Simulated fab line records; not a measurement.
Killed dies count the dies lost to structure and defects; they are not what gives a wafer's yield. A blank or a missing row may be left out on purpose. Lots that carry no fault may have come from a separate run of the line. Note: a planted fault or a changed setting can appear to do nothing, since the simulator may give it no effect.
fab line records -- flow sky130
[record] lots = 24, wafers = 72, lastDay = 50
route steps=708 shown CONTACT@411 METAL1@451 METAL2@483
lots untouched by any fault: they come from a run of this same line in which no faults occurred
startH: hours from the record's first day to the start of the lot's first wafer shown -- waitH: time in hours since the lot's previous step -- " as in the row above -- L1.1+2: a single row standing in for several wafers -- - no value, or no start given -- * or withheld: withheld -- < > ~ a bound
route shown NAME@n: NAME is a module with steps in the file, n the number in the route of the first one -- usual: mean and standard deviation over wafers with no fault -- same: alike in all rows -- chamber/n: place in a boat -- sites: per-site readings -- _std_site: the values' standard deviation -- _edge_site: the outer-site mean with the inner-site mean subtracted -- radiusMm: for every site, how far away it sits from the centre of the wafer -- mask NAME#n: copy n -- behind: tool/chamber where the wafer was last shaped -- hold: cause of the lot's hold/its duration in hours/its outcome -- device: whichever transistor did not switch (one of n, p or np) -- end of line: the same wafers' tests at the end of the route -- a step given without rows: its recipe and nothing more -- killed: count of dies lost to structure and defects at first sort (not the wafer's yield) -- map: shows each die of a wafer: x if killed, . if not, _ if none is there
set.NAME: setting as actually run; set.NAME@STEP: the setting as run at that earlier step -- model.NAME: the simulator's own value behind a step, which no gauge read
one table for each step of the route and one row for each wafer, over a sample of lots
services: when a tool's chamber went out of use (startH, in hours from the record's first day, below 0 if earlier), for how many hours, and the reason
[[steps]]
[step SKY_CONTACT_BOW_MEAS_05]
[recipe] mode = bow
[usual] CONTACT_BOW = 81/7
lot.wafer,tool,chamber,startH,waitH,CONTACT_BOW[um]
L074.1,filmMetro-03,-,694.79,0.1,74
L074.2,filmMetro-03,-,694.79,0.1,89
L074.4,filmMetro-03,-,694.79,0.1,83
L075.2,filmMetro-02,-,697.17,0.2,89
L075.4,filmMetro-02,-,697.17,0.2,75
L075.5,filmMetro-02,-,697.17,0.2,75
L076.1,filmMetro-03,-,724.68,0.2,86
L076.5,filmMetro-03,-,724.68,0.2,80
L076.6,filmMetro-03,-,724.68,0.2,97
L077.4,filmMetro-03,-,738.29,0.2,71
L077.5,filmMetro-03,-,738.29,0.2,72
L077.6,filmMetro-03,-,738.29,0.2,85
L078.1,filmMetro-03,-,770.93,0.2,65
L078.4,filmMetro-03,-,770.93,0.2,78
L078.6,filmMetro-03,-,770.93,0.2,88
L079.1,filmMetro-03,-,772.78,0.1,82
L079.3,filmMetro-03,-,772.78,0.1,102
L079.6,filmMetro-03,-,772.78,0.1,88
L080.1,filmMetro-02,-,781.48,0.2,75
L080.4,filmMetro-02,-,781.48,0.2,72
L080.6,filmMetro-02,-,781.48,0.2,80
L082.2,filmMetro-04,-,787.25,0.2,86
L082.5,filmMetro-04,-,787.25,0.2,71
L082.6,filmMetro-04,-,787.25,0.2,94
L081.2,filmMetro-04,-,789.39,0.3,80
L081.3,filmMetro-04,-,789.39,0.3,82
L081.5,filmMetro-04,-,789.39,0.3,80
L083.1,filmMetro-03,-,791.38,0.2,85
L083.2,filmMetro-03,-,791.38,0.2,82
L083.5,filmMetro-03,-,791.38,0.2,83
L084.1,filmMetro-04,-,791.73,0.1,84
L084.3,filmMetro-04,-,791.73,0.1,83
L084.4,filmMetro-04,-,791.73,0.1,72
L085.4,filmMetro-02,-,792.55,0.3,77
L085.5,filmMetro-02,-,792.55,0.3,86
L085.6,filmMetro-02,-,792.55,0.3,78
L087.2,filmMetro-02,-,818.81,0.1,88
L087.3,filmMetro-02,-,818.81,0.1,74
L087.5,filmMetro-02,-,818.81,0.1,84
L086.1,filmMetro-04,-,821.34,0.2,76
L086.2,filmMetro-04,-,821.34,0.2,82
L086.3,filmMetro-04,-,821.34,0.2,92
L090.1,filmMetro-02,-,843.48,0.1,82
L090.2,filmMetro-02,-,843.48,0.1,93
L090.3,filmMetro-02,-,843.48,0.1,84
L088.2,filmMetro-02,-,845.76,0.3,82
L088.3,filmMetro-02,-,845.76,0.3,92
L088.6,filmMetro-02,-,845.76,0.3,78
L089.1,filmMetro-04,-,846.04,0.2,92
L089.5,filmMetro-04,-,846.04,0.2,97
L089.6,filmMetro-04,-,846.04,0.2,81
L092.2,filmMetro-02,-,856.40,0.1,92
L092.3,filmMetro-02,-,856.40,0.1,82
L092.4,filmMetro-02,-,856.40,0.1,84
L091.1,filmMetro-04,-,857.43,0.2,76
L091.3,filmMetro-04,-,857.43,0.2,79
L091.6,filmMetro-04,-,857.43,0.2,81
L093.2,filmMetro-04,-,865.15,0.3,77
L093.4,filmMetro-04,-,865.15,0.3,89
L093.6,filmMetro-04,-,865.15,0.3,83
L094.1,filmMetro-02,-,866.06,0.2,89
L094.3,filmMetro-02,-,866.06,0.2,77
L094.5,filmMetro-02,-,866.06,0.2,80
L096.2,filmMetro-02,-,875.50,0.2,73
L096.4,filmMetro-02,-,875.50,0.2,84
L096.5,filmMetro-02,-,875.50,0.2,65
L095.3,filmMetro-02,-,880.63,0.1,70
L095.4,filmMetro-02,-,880.63,0.1,79
L095.5,filmMetro-02,-,880.63,0.1,80
L097.1,filmMetro-02,-,884.78,0.2,68
L097.3,filmMetro-02,-,884.78,0.2,76
L097.6,filmMetro-02,-,884.78,0.2,78
[step SKY_CONTACT_OVL_MEAS_15]
[usual] CONTACT_OVL = 0/4.7
lot.wafer,tool,chamber,startH,waitH,CONTACT_OVL[nm]
L074.1,overlay-02,-,722.85,0.1,-12
L074.2,overlay-02,-,722.85,0.1,-4
L074.4,overlay-02,-,722.85,0.1,-1
L075.2,overlay-02,-,724.32,0.1,6
L075.4,overlay-02,-,724.32,0.1,-2
L075.5,overlay-02,-,724.32,0.1,8
L076.1,overlay-01,-,751.36,0.1,4
L076.5,overlay-01,-,751.36,0.1,-1
L076.6,overlay-01,-,751.36,0.1,-1
L077.4,overlay-01,-,765.28,0.1,1
L077.5,overlay-01,-,765.28,0.1,0
L077.6,overlay-01,-,765.28,0.1,3
L078.1,overlay-01,-,798.05,0.1,-2
L078.4,overlay-01,-,798.05,0.1,-2
L078.6,overlay-01,-,798.05,0.1,-4
L079.1,overlay-02,-,799.51,0.1,-7
L079.3,overlay-02,-,799.51,0.1,-10
L079.6,overlay-02,-,799.51,0.1,-6
L080.1,overlay-01,-,807.91,0.1,-5
L080.4,overlay-01,-,807.91,0.1,0
L080.6,overlay-01,-,807.91,0.1,-2
L082.2,overlay-01,-,814.43,0.1,-5
L082.5,overlay-01,-,814.43,0.1,-1
L082.6,overlay-01,-,814.43,0.1,0
L081.2,overlay-01,-,816.88,0.1,-2
L081.3,overlay-01,-,816.88,0.1,6
L081.5,overlay-01,-,816.88,0.1,6
L083.1,overlay-01,-,818.26,0.1,1
L083.2,overlay-01,-,818.26,0.1,0
L083.5,overlay-01,-,818.26,0.1,-3
L084.1,overlay-01,-,818.91,0.1,-11
L084.3,overlay-01,-,818.91,0.1,-1
L084.4,overlay-01,-,818.91,0.1,0
L085.4,overlay-02,-,819.09,0.1,-4
L085.5,overlay-02,-,819.09,0.1,-2
L085.6,overlay-02,-,819.09,0.1,2
L087.2,overlay-01,-,845.51,0.1,5
L087.3,overlay-01,-,845.51,0.1,10
L087.5,overlay-01,-,845.51,0.1,6
L086.1,overlay-01,-,848.06,0.1,2
L086.2,overlay-01,-,848.06,0.1,10
L086.3,overlay-01,-,848.06,0.1,4
L090.1,overlay-02,-,869.06,0.1,2
L090.2,overlay-02,-,869.06,0.1,3
L090.3,overlay-02,-,869.06,0.1,1
L088.2,overlay-02,-,872.07,0.1,1
L088.3,overlay-02,-,872.07,0.1,-4
L088.6,overlay-02,-,872.07,0.1,5
L089.1,overlay-01,-,872.10,0.1,-8
L089.5,overlay-01,-,872.10,0.1,-4
L089.6,overlay-01,-,872.10,0.1,-2
L092.2,overlay-01,-,883.07,0.1,3
L092.3,overlay-01,-,883.07,0.1,-6
L092.4,overlay-01,-,883.07,0.1,6
L091.1,overlay-02,-,883.85,0.1,-10
L091.3,overlay-02,-,883.85,0.1,-3
L091.6,overlay-02,-,883.85,0.1,-1
L093.2,overlay-02,-,890.97,0.1,-2
L093.4,overlay-02,-,890.97,0.1,-1
L093.6,overlay-02,-,890.97,0.1,-7
L094.1,overlay-01,-,892.35,0.1,0
L094.3,overlay-01,-,892.35,0.1,1
L094.5,overlay-01,-,892.35,0.1,-3
L096.2,overlay-01,-,901.41,0.1,0
L096.4,overlay-01,-,901.41,0.1,0
L096.5,overlay-01,-,901.41,0.1,6
L095.3,overlay-01,-,906.42,0.1,7
L095.4,overlay-01,-,906.42,0.1,-3
L095.5,overlay-01,-,906.42,0.1,1
L097.1,overlay-02,-,910.05,0.1,-4
L097.3,overlay-02,-,910.05,0.1,-6
L097.6,overlay-02,-,910.05,0.1,-6
[step SKY_METAL1_DESCUM_17]
[recipe] chemistry = O2, sourcePowerW = 150, biasPowerW = 0, pressureMtorr = 10, tempC = 40, timeS = 8
[usual] drypumpMotorCurrentA = 5.9/0.48, oesProductAu = 1.007/0.012, rfFwdPowerW = 146.5/0.5
lot.wafer,tool,chamber,startH,waitH,drypumpMotorCurrentA,oesProductAu,rfFwdPowerW,rfHoursCounterH
L074.1,rieMetal-02,0,751.65,0.0,5.5,1.009,146.8,4
L074.2,rieMetal-02,1,751.65,0.0,6.2,1.010,146.2,12
L074.4,rieMetal-02,0,751.65,0.0,5.5,1.011,147.0,-
L075.2,rieMetal-04,0,753.90,0.0,5.1,1.021,147.2,6
L075.4,rieMetal-04,1,753.90,0.0,6.2,1.028,147.1,-
L075.5,rieMetal-04,0,753.90,0.0,5.1,1.012,146.3,-
L076.1,rieMetal-03,0,779.21,0.0,6.5,1.003,145.1,1
L076.5,rieMetal-03,1,779.21,0.0,6.0,1.005,146.3,-
L076.6,rieMetal-03,0,779.21,0.0,6.5,0.994,145.9,-
L077.4,rieMetal-04,0,793.46,0.0,5.0,1.010,146.5,-
L077.5,rieMetal-04,1,793.46,0.0,6.2,1.029,146.1,-
L077.6,rieMetal-04,0,793.46,0.0,5.0,1.012,146.7,-
L078.1,rieMetal-02,0,826.20,0.0,5.5,1.001,146.7,6
L078.4,rieMetal-02,0,826.20,0.0,5.6,1.006,146.8,-
L078.6,rieMetal-02,1,826.20,0.0,6.2,1.011,145.8,-
L079.1,rieMetal-04,1,827.44,0.0,6.2,1.017,146.8,14
L079.3,rieMetal-04,0,827.44,0.0,5.1,1.012,146.7,-
L079.6,rieMetal-04,0,827.44,0.0,5.0,1.014,146.9,-
L080.1,rieMetal-03,0,835.85,0.0,6.5,0.997,146.0,2
L080.4,rieMetal-03,1,835.85,0.0,6.0,1.002,146.1,-
L080.6,rieMetal-03,0,835.85,0.0,6.5,1.009,146.1,-
L082.2,rieMetal-02,1,842.65,0.0,6.2,1.021,146.4,15
L082.5,rieMetal-02,0,842.65,0.0,5.5,1.004,146.6,-
L082.6,rieMetal-02,1,842.65,0.0,6.2,1.017,147.0,-
L081.2,rieMetal-03,1,844.82,0.0,6.0,1.003,146.4,16
L081.3,rieMetal-03,1,844.82,0.0,6.0,1.004,146.0,-
L081.5,rieMetal-03,0,844.82,0.0,6.5,1.008,146.6,-
L083.1,rieMetal-04,0,845.89,0.0,5.1,1.018,146.9,9
L083.2,rieMetal-04,1,845.89,0.0,6.2,1.033,146.7,15
L083.5,rieMetal-04,0,845.89,0.0,5.0,1.007,147.0,-
L084.1,rieMetal-02,0,847.05,0.0,5.5,1.006,146.5,7
L084.3,rieMetal-02,0,847.05,0.0,5.6,1.004,146.1,-
L084.4,rieMetal-02,1,847.05,0.0,6.2,1.009,147.1,-
L085.4,rieMetal-03,0,847.71,0.0,6.5,0.995,146.1,-
L085.5,rieMetal-03,0,847.71,0.0,6.5,1.006,145.9,-
L085.6,rieMetal-03,1,847.71,0.0,6.0,1.007,145.9,-
L087.2,rieMetal-02,0,873.36,0.0,5.5,1.005,146.1,-
L087.3,rieMetal-02,0,873.36,0.0,5.5,1.016,146.6,-
L087.5,rieMetal-02,0,873.36,0.0,5.5,1.008,146.5,-
L086.1,rieMetal-03,0,876.24,0.0,6.5,1.006,146.1,5
L086.2,rieMetal-03,1,876.24,0.0,6.0,0.991,146.9,0
L086.3,rieMetal-03,1,876.24,0.0,6.0,0.977,147.0,-
L090.1,rieMetal-03,1,896.56,0.0,6.0,0.990,146.9,1
L090.2,rieMetal-03,0,896.56,0.0,6.5,1.008,146.1,5
L090.3,rieMetal-03,1,896.56,0.0,6.0,0.995,147.1,-
L088.2,rieMetal-02,0,899.04,0.0,5.5,1.009,146.3,10
L088.3,rieMetal-02,0,899.04,0.0,5.5,1.012,145.6,-
L088.6,rieMetal-02,1,899.04,0.0,6.2,0.997,145.6,-
L089.1,rieMetal-04,0,899.95,0.0,5.1,1.011,146.9,12
L089.5,rieMetal-04,1,899.95,0.0,6.2,1.011,146.6,-
L089.6,rieMetal-04,0,899.95,0.0,5.0,1.012,146.9,-
L092.2,rieMetal-04,0,910.45,0.0,5.1,1.019,147.7,-
L092.3,rieMetal-04,0,910.45,0.0,5.1,1.012,147.3,-
L092.4,rieMetal-04,0,910.45,0.0,5.1,1.013,147.4,-
L091.1,rieMetal-03,0,911.10,0.0,6.5,1.010,145.4,6
L091.3,rieMetal-03,1,911.10,0.0,6.0,0.976,146.4,-
L091.6,rieMetal-03,0,911.10,0.0,6.4,1.001,146.4,-
L093.2,rieMetal-02,0,917.50,0.0,5.5,1.007,146.2,10
L093.4,rieMetal-02,0,917.50,0.0,5.5,1.008,146.7,-
L093.6,rieMetal-02,0,917.50,0.0,5.5,0.998,146.1,-
L094.1,rieMetal-03,1,920.04,0.0,6.0,0.986,146.8,2
L094.3,rieMetal-03,0,920.04,0.0,6.5,0.995,146.2,-
L094.5,rieMetal-03,0,920.04,0.0,6.5,1.000,145.7,-
L096.2,rieMetal-02,1,928.29,0.0,6.2,1.016,146.1,1
L096.4,rieMetal-02,0,928.29,0.0,5.5,1.018,146.4,-
L096.5,rieMetal-02,1,928.29,0.0,6.2,1.011,147.0,-
L095.3,rieMetal-03,1,932.50,0.0,6.0,0.975,146.9,-
L095.4,rieMetal-03,0,932.50,0.0,6.5,1.009,146.3,-
L095.5,rieMetal-03,1,932.50,0.0,6.0,0.986,146.6,-
L097.1,rieMetal-04,0,936.19,0.0,5.1,1.009,147.4,14
L097.3,rieMetal-04,0,936.19,0.0,5.1,1.022,146.4,-
L097.6,rieMetal-04,0,936.19,0.0,5.1,1.008,146.7,-
[step SKY_METAL2_SPUTTER_00]
[recipe] material = Ti, targetThkNm = 15, powerW = 3000, timeS = 10, chamberPressurePa = 0.4
[usual] throttleValvePct = 29.8/0.82
lot.wafer,tool,chamber,startH,waitH,throttleValvePct
L074.1,pvdSputter-01,-,780.64,0.2,30.4
L074.2,pvdSputter-01,-,780.64,0.2,30.7
L074.4,pvdSputter-01,-,780.64,0.2,29.0
L075.2,pvdSputter-01,-,782.76,0.2,30.3
L075.4,pvdSputter-01,-,782.76,0.2,30.9
L075.5,pvdSputter-01,-,782.76,0.2,31.3
L076.1,pvdSputter-03,-,808.76,0.2,29.3
L076.5,pvdSputter-03,-,808.76,0.2,29.6
L076.6,pvdSputter-03,-,808.76,0.2,30.5
L077.4,pvdSputter-03,-,822.71,0.1,29.7
L077.5,pvdSputter-03,-,822.71,0.1,30.6
L077.6,pvdSputter-03,-,822.71,0.1,29.6
L078.1,pvdSputter-01,-,855.76,0.2,29.4
L078.4,pvdSputter-01,-,855.76,0.2,28.1
L078.6,pvdSputter-01,-,855.76,0.2,29.6
L079.1,pvdSputter-01,-,856.76,0.2,28.1
L079.3,pvdSputter-01,-,856.76,0.2,31.1
L079.6,pvdSputter-01,-,856.76,0.2,30.2
L080.1,pvdSputter-03,-,864.55,0.2,29.4
L080.4,pvdSputter-03,-,864.55,0.2,30.7
L080.6,pvdSputter-03,-,864.55,0.2,30.5
L082.2,pvdSputter-03,-,872.49,0.2,29.3
L082.5,pvdSputter-03,-,872.49,0.2,29.4
L082.6,pvdSputter-03,-,872.49,0.2,30.5
L081.2,pvdSputter-02,-,873.96,0.2,30.0
L081.3,pvdSputter-02,-,873.96,0.2,29.6
L081.5,pvdSputter-02,-,873.96,0.2,29.6
L083.1,pvdSputter-01,-,874.33,0.2,28.3
L083.2,pvdSputter-01,-,874.33,0.2,29.2
L083.5,pvdSputter-01,-,874.33,0.2,28.4
L084.1,pvdSputter-03,-,875.82,0.1,29.8
L084.3,pvdSputter-03,-,875.82,0.1,29.6
L084.4,pvdSputter-03,-,875.82,0.1,30.5
L085.4,pvdSputter-01,-,876.92,0.2,28.0
L085.5,pvdSputter-01,-,876.92,0.2,29.2
L085.6,pvdSputter-01,-,876.92,0.2,30.5
L087.2,pvdSputter-01,-,901.96,0.1,30.9
L087.3,pvdSputter-01,-,901.96,0.1,30.5
L087.5,pvdSputter-01,-,901.96,0.1,29.3
L086.1,pvdSputter-02,-,905.21,0.2,29.9
L086.2,pvdSputter-02,-,905.21,0.2,28.5
L086.3,pvdSputter-02,-,905.21,0.2,31.1
L090.1,pvdSputter-02,-,924.32,0.2,30.9
L090.2,pvdSputter-02,-,924.32,0.2,29.8
L090.3,pvdSputter-02,-,924.32,0.2,28.6
L088.2,pvdSputter-03,-,926.81,0.2,29.8
L088.3,pvdSputter-03,-,926.81,0.2,29.6
L088.6,pvdSputter-03,-,926.81,0.2,29.4
L089.1,pvdSputter-02,-,928.20,0.2,29.9
L089.5,pvdSputter-02,-,928.20,0.2,29.4
L089.6,pvdSputter-02,-,928.20,0.2,29.8
L092.2,pvdSputter-01,-,937.91,0.2,28.1
L092.3,pvdSputter-01,-,937.91,0.2,31.0
L092.4,pvdSputter-01,-,937.91,0.2,30.1
L091.1,pvdSputter-02,-,938.23,0.1,30.2
L091.3,pvdSputter-02,-,938.23,0.1,29.5
L091.6,pvdSputter-02,-,938.23,0.1,29.0
L093.2,pvdSputter-02,-,944.22,0.2,31.0
L093.4,pvdSputter-02,-,944.22,0.2,28.6
L093.6,pvdSputter-02,-,944.22,0.2,29.0
L094.1,pvdSputter-02,-,946.72,0.2,29.8
L094.3,pvdSputter-02,-,946.72,0.2,30.7
L094.5,pvdSputter-02,-,946.72,0.2,30.0
L096.2,pvdSputter-03,-,954.76,0.1,30.5
L096.4,pvdSputter-03,-,954.76,0.1,29.6
L096.5,pvdSputter-03,-,954.76,0.1,30.5
L095.3,pvdSputter-02,-,960.02,0.2,30.1
L095.4,pvdSputter-02,-,960.02,0.2,29.6
L095.5,pvdSputter-02,-,960.02,0.2,29.8
L097.1,pvdSputter-03,-,963.20,0.1,30.6
L097.3,pvdSputter-03,-,963.20,0.1,29.3
L097.6,pvdSputter-03,-,963.20,0.1,29.6
[step SKY_METAL2_SPUTTER_01]
[recipe] material = TiN, targetThkNm = 20, powerW = 6500, timeS = 16.7, chamberPressurePa = 0.4
[usual] throttleValvePct = 29.8/0.82
lot.wafer,tool,chamber,startH,waitH,throttleValvePct
L074.1,pvdSputter-01,-,780.66,0.0,30.2
L074.2,pvdSputter-01,-,780.66,0.0,30.8
L074.4,pvdSputter-01,-,780.66,0.0,29.3
L075.2,pvdSputter-01,-,782.78,0.0,30.1
L075.4,pvdSputter-01,-,782.78,0.0,30.9
L075.5,pvdSputter-01,-,782.78,0.0,30.8
L076.1,pvdSputter-03,-,808.78,0.0,29.7
L076.5,pvdSputter-03,-,808.78,0.0,29.4
L076.6,pvdSputter-03,-,808.78,0.0,30.4
L077.4,pvdSputter-03,-,822.73,0.0,29.8
L077.5,pvdSputter-03,-,822.73,0.0,30.7
L077.6,pvdSputter-03,-,822.73,0.0,29.5
L078.1,pvdSputter-01,-,855.79,0.0,29.2
L078.4,pvdSputter-01,-,855.79,0.0,28.0
L078.6,pvdSputter-01,-,855.79,0.0,29.2
L079.1,pvdSputter-01,-,856.78,0.0,28.1
L079.3,pvdSputter-01,-,856.78,0.0,31.1
L079.6,pvdSputter-01,-,856.78,0.0,30.2
L080.1,pvdSputter-03,-,864.58,0.0,29.3
L080.4,pvdSputter-03,-,864.58,0.0,30.4
L080.6,pvdSputter-03,-,864.58,0.0,30.7
L082.2,pvdSputter-03,-,872.52,0.0,29.7
L082.5,pvdSputter-03,-,872.52,0.0,29.5
L082.6,pvdSputter-03,-,872.52,0.0,30.5
L081.2,pvdSputter-02,-,873.99,0.0,29.9
L081.3,pvdSputter-02,-,873.99,0.0,29.5
L081.5,pvdSputter-02,-,873.99,0.0,29.6
L083.1,pvdSputter-01,-,874.35,0.0,28.4
L083.2,pvdSputter-01,-,874.35,0.0,29.2
L083.5,pvdSputter-01,-,874.35,0.0,27.8
L084.1,pvdSputter-03,-,875.85,0.0,30.1
L084.3,pvdSputter-03,-,875.85,0.0,29.0
L084.4,pvdSputter-03,-,875.85,0.0,30.5
L085.4,pvdSputter-01,-,876.95,0.0,28.2
L085.5,pvdSputter-01,-,876.95,0.0,29.2
L085.6,pvdSputter-01,-,876.95,0.0,30.2
L087.2,pvdSputter-01,-,901.98,0.0,30.9
L087.3,pvdSputter-01,-,901.98,0.0,30.3
L087.5,pvdSputter-01,-,901.98,0.0,29.2
L086.1,pvdSputter-02,-,905.23,0.0,30.0
L086.2,pvdSputter-02,-,905.23,0.0,28.9
L086.3,pvdSputter-02,-,905.23,0.0,31.2
L090.1,pvdSputter-02,-,924.34,0.0,30.9
L090.2,pvdSputter-02,-,924.34,0.0,29.4
L090.3,pvdSputter-02,-,924.34,0.0,28.7
L088.2,pvdSputter-03,-,926.83,0.0,29.2
L088.3,pvdSputter-03,-,926.83,0.0,29.6
L088.6,pvdSputter-03,-,926.83,0.0,29.7
L089.1,pvdSputter-02,-,928.22,0.0,30.1
L089.5,pvdSputter-02,-,928.22,0.0,29.5
L089.6,pvdSputter-02,-,928.22,0.0,29.7
L092.2,pvdSputter-01,-,937.93,0.0,28.1
L092.3,pvdSputter-01,-,937.93,0.0,30.9
L092.4,pvdSputter-01,-,937.93,0.0,30.3
L091.1,pvdSputter-02,-,938.25,0.0,30.0
L091.3,pvdSputter-02,-,938.25,0.0,29.6
L091.6,pvdSputter-02,-,938.25,0.0,29.1
L093.2,pvdSputter-02,-,944.24,0.0,31.1
L093.4,pvdSputter-02,-,944.24,0.0,28.7
L093.6,pvdSputter-02,-,944.24,0.0,28.4
L094.1,pvdSputter-02,-,946.74,0.0,30.0
L094.3,pvdSputter-02,-,946.74,0.0,31.0
L094.5,pvdSputter-02,-,946.74,0.0,30.0
L096.2,pvdSputter-03,-,954.78,0.0,30.3
L096.4,pvdSputter-03,-,954.78,0.0,29.3
L096.5,pvdSputter-03,-,954.78,0.0,30.3
L095.3,pvdSputter-02,-,960.04,0.0,29.9
L095.4,pvdSputter-02,-,960.04,0.0,29.5
L095.5,pvdSputter-02,-,960.04,0.0,30.1
L097.1,pvdSputter-03,-,963.22,0.0,30.6
L097.3,pvdSputter-03,-,963.22,0.0,29.5
L097.6,pvdSputter-03,-,963.22,0.0,29.9
[step SKY_METAL2_STRIP_20]
[recipe] chemistry = O2/N2, powerW = 1400, pressureMtorr = 1500, platenTempC = withheld, o2FlowSccm = 3000, n2FlowSccm = 300, overashFraction = 0.5
[usual] drypumpMotorCurrentA = 5.7/0.46, oesProductAu = 0.343/0.0054, stripTimeToEndpointS = 2.69/0.047
lot.wafer,tool,chamber,startH,waitH,drypumpMotorCurrentA,oesProductAu,rfHoursCounterH,stripTimeToEndpointS
L074.1,plasmaAsher-02,1,807.69,0.1,4.8,0.337,99,2.69
L074.2,plasmaAsher-02,0,807.69,0.1,6.1,0.348,99,2.69
L074.4,plasmaAsher-02,1,807.69,0.1,4.8,0.352,-,2.72
L075.2,plasmaAsher-02,0,810.78,0.1,6.1,0.344,99,2.68
L075.4,plasmaAsher-02,1,810.78,0.1,4.8,0.347,-,2.67
L075.5,plasmaAsher-02,1,810.78,0.1,4.8,0.341,-,2.64
L076.1,plasmaAsher-04,0,835.69,0.1,5.9,0.331,71,2.58
L076.5,plasmaAsher-04,1,835.69,0.1,5.7,0.333,-,2.54
L076.6,plasmaAsher-04,0,835.69,0.1,5.9,0.343,-,2.61
L077.4,plasmaAsher-03,0,849.95,0.1,5.8,0.338,-,2.64
L077.5,plasmaAsher-03,1,849.95,0.1,6.2,0.339,-,2.66
L077.6,plasmaAsher-03,0,849.95,0.1,5.8,0.345,-,2.70
L078.1,plasmaAsher-03,1,882.33,0.1,6.2,0.348,46,2.75
L078.4,plasmaAsher-03,1,882.33,0.1,6.2,0.347,-,2.75
L078.6,plasmaAsher-03,1,882.33,0.1,6.2,0.350,-,2.74
L079.1,plasmaAsher-04,1,883.93,0.1,5.7,0.342,76,2.75
L079.3,plasmaAsher-04,1,883.93,0.1,5.7,0.336,-,2.64
L079.6,plasmaAsher-04,0,883.93,0.1,5.9,0.336,-,2.66
L080.1,plasmaAsher-02,0,890.99,0.1,6.1,0.343,105,2.78
L080.4,plasmaAsher-02,1,890.99,0.1,4.8,0.348,-,2.71
L080.6,plasmaAsher-02,1,890.99,0.1,4.8,0.345,-,2.69
L082.2,plasmaAsher-03,0,897.98,0.1,5.8,0.347,47,2.71
L082.5,plasmaAsher-03,0,897.98,0.1,5.8,0.342,-,2.71
L082.6,plasmaAsher-03,1,897.98,0.1,6.2,0.342,-,2.67
L081.2,plasmaAsher-02,1,900.13,0.1,4.8,0.340,105,2.69
L081.3,plasmaAsher-02,0,900.13,0.1,6.1,0.340,-,2.71
L081.5,plasmaAsher-02,1,900.13,0.1,4.8,0.338,-,2.73
L083.1,plasmaAsher-04,0,900.48,0.1,5.8,0.344,78,2.63
L083.2,plasmaAsher-04,1,900.48,0.1,5.7,0.349,78,2.71
L083.5,plasmaAsher-04,1,900.48,0.1,5.7,0.346,-,2.75
L084.1,plasmaAsher-03,0,901.98,0.1,5.8,0.341,48,2.74
L084.3,plasmaAsher-03,0,901.98,0.1,5.8,0.336,-,2.72
L084.4,plasmaAsher-03,1,901.98,0.1,6.2,0.341,-,2.72
L085.4,plasmaAsher-04,1,903.47,0.1,5.7,0.348,-,2.66
L085.5,plasmaAsher-04,1,903.47,0.1,5.7,0.337,-,2.65
L085.6,plasmaAsher-04,0,903.47,0.1,5.9,0.333,-,2.65
L087.2,plasmaAsher-02,1,926.85,0.1,4.8,0.343,108,2.72
L087.3,plasmaAsher-02,1,926.85,0.1,4.8,0.336,-,2.70
L087.5,plasmaAsher-02,0,926.85,0.1,6.1,0.346,-,2.69
L086.1,plasmaAsher-02,0,930.39,0.1,6.0,0.348,109,2.68
L086.2,plasmaAsher-02,1,930.39,0.1,4.8,0.346,109,2.79
L086.3,plasmaAsher-02,1,930.39,0.1,4.8,0.348,-,2.67
L090.1,plasmaAsher-04,0,949.38,0.1,5.9,0.331,83,2.67
L090.2,plasmaAsher-04,1,949.38,0.1,5.7,0.339,83,2.67
L090.3,plasmaAsher-04,0,949.38,0.1,5.9,0.340,-,2.65
L088.2,plasmaAsher-02,1,951.43,0.1,4.8,0.348,111,2.79
L088.3,plasmaAsher-02,0,951.43,0.1,6.1,0.351,-,2.79
L088.6,plasmaAsher-02,1,951.43,0.1,4.8,0.336,-,2.69
L089.1,plasmaAsher-03,0,952.68,0.1,5.8,0.343,52,2.61
L089.5,plasmaAsher-03,0,952.68,0.1,5.8,0.344,-,2.66
L089.6,plasmaAsher-03,1,952.68,0.1,6.2,0.336,-,2.67
L092.2,plasmaAsher-03,0,962.40,0.1,5.8,0.337,54,2.64
L092.3,plasmaAsher-03,0,962.40,0.1,5.8,0.337,-,2.62
L092.4,plasmaAsher-03,1,962.40,0.1,6.1,0.347,-,2.71
L091.1,plasmaAsher-03,1,963.23,0.1,6.2,0.341,54,2.64
L091.3,plasmaAsher-03,0,963.23,0.1,5.8,0.349,-,2.68
L091.6,plasmaAsher-03,1,963.23,0.1,6.2,0.342,-,2.65
L093.2,plasmaAsher-04,1,969.05,0.1,5.7,0.336,85,2.66
L093.4,plasmaAsher-04,1,969.05,0.1,5.8,0.349,-,2.77
L093.6,plasmaAsher-04,1,969.05,0.1,5.8,0.347,-,2.78
L094.1,plasmaAsher-03,0,971.63,0.1,5.8,0.349,55,2.71
L094.3,plasmaAsher-03,0,971.63,0.1,5.8,0.346,-,2.72
L094.5,plasmaAsher-03,0,971.63,0.1,5.8,0.347,-,2.72
L096.2,plasmaAsher-04,1,979.24,0.1,5.7,0.350,86,2.71
L096.4,plasmaAsher-04,0,979.24,0.1,5.8,0.347,-,2.67
L096.5,plasmaAsher-04,1,979.24,0.1,5.7,0.350,-,2.70
L095.3,plasmaAsher-02,1,983.92,0.1,4.8,0.340,-,2.70
L095.4,plasmaAsher-02,0,983.92,0.1,6.1,0.339,-,2.66
L095.5,plasmaAsher-02,1,983.92,0.1,4.8,0.341,-,2.68
L097.1,plasmaAsher-03,1,988.83,0.1,6.2,0.334,57,2.72
L097.3,plasmaAsher-03,0,988.83,0.1,5.8,0.347,-,2.72
L097.6,plasmaAsher-03,1,988.83,0.1,6.2,0.349,-,2.73
[[services]]
tool,chamber,startH,hours,kind
pvdSputter-01,-,757.68,1.0,repair
rieMetal-03,-,772.63,4.3,pm
pvdSputter-03,-,799.77,1.2,repair
pvdSputter-02,2,827.26,-,consumableReplace:kit
pvdSputter-02,2,827.26,18.0,scheduledDown
pvdSputter-02,2,827.26,18.0,ventCycle
plasmaAsher-02,-,833.31,27.9,repair
plasmaAsher-02,-,838.22,0.8,repair
pvdSputter-01,0,860.55,-,consumableReplace:kit
pvdSputter-01,0,860.55,18.0,scheduledDown
pvdSputter-01,0,860.55,18.0,ventCycle
rieMetal-03,-,862.05,0.9,repair
rieMetal-03,-,869.71,2.8,pm
plasmaAsher-03,-,881.48,0.7,repair
rieMetal-03,-,893.56,0.4,repair
plasmaAsher-03,-,936.46,2.5,repair
pvdSputter-03,-,943.85,3.7,repair
pvdSputter-02,1,950.86,-,consumableReplace:kit
pvdSputter-02,1,950.86,18.0,scheduledDown
pvdSputter-02,1,950.86,18.0,ventCycle
pvdSputter-03,0,958.13,-,consumableReplace:kit
pvdSputter-02,-,962.07,5.5,repair
rieMetal-02,0,964.38,4.0,repair
pvdSputter-01,-,978.72,24.4,repair
[[key]]
fault none
